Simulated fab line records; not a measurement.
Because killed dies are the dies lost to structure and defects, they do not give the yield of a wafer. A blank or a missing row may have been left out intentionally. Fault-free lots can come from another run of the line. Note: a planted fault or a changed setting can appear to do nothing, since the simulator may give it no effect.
A lot that was struck, set against a sound lot | flow gf180mcu | 17 out of 602 route steps
Sound: these wafers, L518.3, L518.5, L518.6. Struck: wafers L524.1, L524.2, L524.6. Last of all comes the cause.
At each step with rows: each side's tool, then ch and its chambers, then its first start. Under that, the readings that differ: sound wafers | struck wafers | difference of the means | sigmas: that difference in standard deviations of wafers without a fault.
alike: same words and numbers on both sides, and readings whose means sit less than 2 such deviations apart. not compared: any withheld reading, any reading some wafer has no value for, any bound like >300 that may hide the same value, and any number with overlapping values for which the record gives no deviation.
Wherever a step has rows on one side only, a row that says differs or no value, or a row with sigmas, the two part there. Numbers that don't overlap but have no deviation are shown without sigmas and don't part them. A reading that every wafer of one side lacks parts them only if that side has two wafers or more.

first, 3 steps without rows for these wafers: GF_V3_EXPOSE_11 (exposes mask Via3, target cd 260 nm); GF_V3_PEB_12 (peb time 90 s); GF_V3_DEVELOP_13 (develop time 60 s).
GF_V3_CD_MEAS_14: the cd target is 260 nm.
  sound: cd_sem-01 at day 25 19:34; struck: cd_sem-02 at day 27 10:06
  alike: cd_nm
GF_V3_OVL_MEAS_15:
  sound: overlay-02 at day 25 19:40; struck: overlay-02 at day 27 10:13
  alike: V3_OVL
GF_V3_ETCH_16: etches BARC in N2/H2.
  sound on rie_diel-03 ch 0,1,3, day 25 19:41; struck on rie_diel-01 ch 1,2, day 27 10:16
  alike: drypump_motor_current_A, oes_product_au, throttle_valve_pct
GF_V3_ETCH_17: etches SiO2 in C4F8/O2/Ar, stops on TiN, target depth 635 nm.
  sound on rie_diel-03 ch 0,1,3; struck on rie_diel-01 ch 1,2
  alike: oes_product_au
GF_V3_STRIP_18: strips in O2/N2.
  sound on plasma_asher-01 ch 0,1, day 25 19:51; struck on plasma_asher-01 ch 0,1, day 27 10:23
  alike: drypump_motor_current_A, heater_power_w, oes_product_au
  not compared: rf_hours_counter_h
then, 2 steps without rows for these wafers: GF_V3_STRIP_19 (strips in post etch residue remover, time 1200 s); GF_V3_CLEAN_20 (cleans in DIW).
GF_V3_SPUTTER_21: material Ti, target thk 15 nm, time 80.02 s.
  sound: pvd_sputter-04 at day 25 20:21; struck: pvd_sputter-04 at day 27 10:55
  alike: throttle_valve_pct
GF_V3_SPUTTER_22: material TiN, target thk 10 nm, time 40 s.
  sound: pvd_sputter-04 at day 25 20:25; struck: pvd_sputter-04 at day 27 10:59
  alike: throttle_valve_pct
GF_V3_CVD_23: deposits W, target thk 350 nm, time 104.9 s.
  sound on cvd_w-01 ch 0,1, day 25 20:29; struck on cvd_w-02 ch 0,1, day 27 11:01
  no value came back on the struck wafers for chamber_pressure_Torr (Torr), heater_power_outer_w (W), heater_power_w (W); on the sound wafers chamber_pressure_Torr (Torr) reads 40.00 39.98 40.10
  not compared: since_wet_clean_h
GF_V3_RS_MEAS_24: a four-point-probe measurement.
  sound: film_metro-02 at day 25 20:36; struck: film_metro-03 at day 27 11:08
  reading          | sound             | struck               | difference | sigmas
  V3_W_RS (ohm/sq) | 0.321 0.319 0.321 | 43.775 44.266 43.933 | +43.671    | +99 or more
GF_V3_THK_MEAS_25: measures by xrf.
  sound: film_metro-02 at day 25 20:42; struck: film_metro-03 at day 27 11:16
  reading       | sound       | struck   | difference | sigmas
  V3_W_THK (nm) | 352 353 349 | <0 <0 <0 | differs    |
GF_V3_CMP_26: polishes, stops on SiO2, t overpolish 15 s, target thk 0 nm.
  sound on cmp-01 ch 2,3, day 25 20:44; struck on cmp-01 ch 0,2,3, day 27 11:22
  reading                | sound    | struck | difference | sigmas
  time_to_endpoint_s (s) | 89 86 88 | 0 2 3  | -86        | -14
  alike: motor_current_A
-- the record jumps here: 6 days lie between the struck wafers' starts before and after (it left off in module V3 and takes up again in module PASSIVATION, whose first step shown is number 602 of the route) --
GF_PASSIVATION_PROBE_99:
  the record has rows for the struck wafers here (prober-02, day 33 04:44) and none for the sound ones

== WHERE THEY PART ==
First at GF_V3_CVD_23; last, within this record, at GF_PASSIVATION_PROBE_99.

WHY: whatever the simulator had introduced
Step skipped in full: cvd_w-02, at GF_V3_CVD_23, from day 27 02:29 onward. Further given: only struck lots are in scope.
